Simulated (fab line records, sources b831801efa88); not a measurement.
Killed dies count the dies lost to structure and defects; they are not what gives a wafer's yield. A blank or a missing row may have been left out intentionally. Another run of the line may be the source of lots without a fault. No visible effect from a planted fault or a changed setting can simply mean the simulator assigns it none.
What tool caused it?	flow gf180mcu	13 lots with 39 wafers sampled at 4 steps, on a route of 602 steps

## WHAT EACH GAUGE READ, for each wafer
GF_V5_THK_MEAS_25: measures by xrf. Usual: V5_W_THK typically reads 340 nm, with standard deviation 6.4.
lot	measured	on	V5_W_THK (nm)	flag
L209	day 27 00:53	film-metro-01	333 332 335	
L211	day 27 23:53	film-metro-04	345 346 343	
L210	day 28 00:06	film-metro-01	331 329 330	
L212	day 28 07:29	film-metro-04	350 346 347	
L214	day 28 18:41	film-metro-04	344 341 346	
L223	day 31 09:41	film-metro-04	346 343 349	
L225	day 31 20:07	film-metro-01	334 337 337	
L226	day 32 06:30	film-metro-01	334 332 331	
L227	day 32 13:55	film-metro-04	349 349 347	
L229	day 33 00:41	film-metro-04	350 339 346	
L230	day 33 02:20	film-metro-04	342 340 341	
L231	day 33 05:32	film-metro-01	337 332 331	
L232	day 33 13:29	film-metro-02	332 337 333	

GF_TOP_METAL_OVL_MEAS_15. Usual: TOP_METAL_OVL typically reads -1.1 nm, with standard deviation 1.4.
lot	measured	on	TOP_METAL_OVL (nm)	flag
L209	day 27 21:53	overlay-01	-2.2 -1.8 -1.0	
L211	day 28 19:12	overlay-02	-2.3 -3.0 -3.3	
L210	day 28 20:01	overlay-02	0.3 -2.2 -1.0	
L212	day 29 03:04	overlay-02	-1.5 -0.1 -2.7	
L214	day 29 14:23	overlay-02	-1.2 0.1 -1.5	
L223	day 32 03:14	overlay-02	-2.9 -2.0 -1.5	
L225	day 32 18:52	overlay-01	-0.8 -1.2 -1.6	
L226	day 32 23:25	overlay-01	-2.3 -1.7 -1.6	
L227	day 33 06:52	overlay-02	0.1 -1.5 -1.0	
L229	day 33 16:20	overlay-02	-1.4 -0.6 -0.9	
L230	day 33 18:49	overlay-01	-2.2 -2.7 -3.9	
L231	day 33 21:20	overlay-02	-0.8 -1.7 -0.3	
L232	day 34 05:26	overlay-01	-2.3 -3.5 -3.4	

## WHICH TOOL RAN EACH LOT (tool, then ch and the chambers of the sampled wafers, then the start)
lot	GF_MIM_STRIP_21	GF_TOP_METAL_SPUTTER_00
L209	wet-bench-04 ch 1, day 25 04:26	pvd-sputter-04, day 27 01:14
L211	wet-bench-04 ch 1, day 26 03:39	pvd-sputter-04, day 28 00:16
L210	wet-bench-04 ch 3, day 26 05:11	pvd-sputter-02, day 28 00:34
L212	wet-bench-01 ch 2, day 26 13:08	pvd-sputter-02, day 28 07:50
L214	wet-bench-04 ch 3, day 26 23:36	pvd-sputter-03, day 28 19:02
L223	wet-bench-03 ch 1, day 29 18:52	pvd-sputter-02, day 31 10:01
L225	wet-bench-01 ch 1, day 30 06:17	pvd-sputter-04, day 31 20:28
L226	wet-bench-04 ch 2, day 30 16:43	pvd-sputter-02, day 32 06:51
L227	wet-bench-04 ch 0, day 31 00:43	pvd-sputter-03, day 32 14:16
L229	wet-bench-04 ch 2, day 31 12:20	pvd-sputter-02, day 33 01:02
L230	wet-bench-04 ch 3, day 31 14:46	pvd-sputter-02, day 33 02:41
L231	wet-bench-01 ch 2, day 31 17:28	pvd-sputter-04, day 33 05:54
L232	wet-bench-01 ch 0, day 32 02:37	pvd-sputter-02, day 33 13:50
- GF_MIM_STRIP_21: strips in post etch residue remover, time 1200 s.
- GF_TOP_METAL_SPUTTER_00: material Ti, target thk 37.5 nm, time 150 s.

## AS READ BY THE TOOLS THEMSELVES (means over the sampled wafers that have a number; for cases with no such wafer, the mark the record gives instead)
GF_TOP_METAL_SPUTTER_00. Usual: throttle-valve-pct reads 30.0 % (standard deviation 1.1).
lot	tool	throttle-valve-pct (%)	flag
L209	pvd-sputter-04	29.9	
L211	pvd-sputter-04	29.6	
L210	pvd-sputter-02	31.2	
L212	pvd-sputter-02	30.2	
L214	pvd-sputter-03	30.1	
L223	pvd-sputter-02	32.0	
L225	pvd-sputter-04	30.6	
L226	pvd-sputter-02	30.2	
L227	pvd-sputter-03	29.5	
L229	pvd-sputter-02	29.8	
L230	pvd-sputter-02	29.0	
L231	pvd-sputter-04	29.5	
L232	pvd-sputter-02	30.1	

## THE ANSWER, worked out from the rows above alone
Rule: a lot is off if the mean of its wafers that have a number lies more than 3 standard deviations from the usual mean. Also off: a lot with no number at a reading for which 4 or more lots have one. Where the step has rows for the other lots, those lots are counted as sound. The gauges are gone through in route order, then the tools' own readings, and for those a lot's mean is taken as printed above. The first step at which some lot is off is used, and at that step the reading that is off furthest; a lot without a number counts as furthest.
No lot is off at any reading shown: from this, nothing can be told.

## WHAT WAS PUT IN BY THE SIMULATOR
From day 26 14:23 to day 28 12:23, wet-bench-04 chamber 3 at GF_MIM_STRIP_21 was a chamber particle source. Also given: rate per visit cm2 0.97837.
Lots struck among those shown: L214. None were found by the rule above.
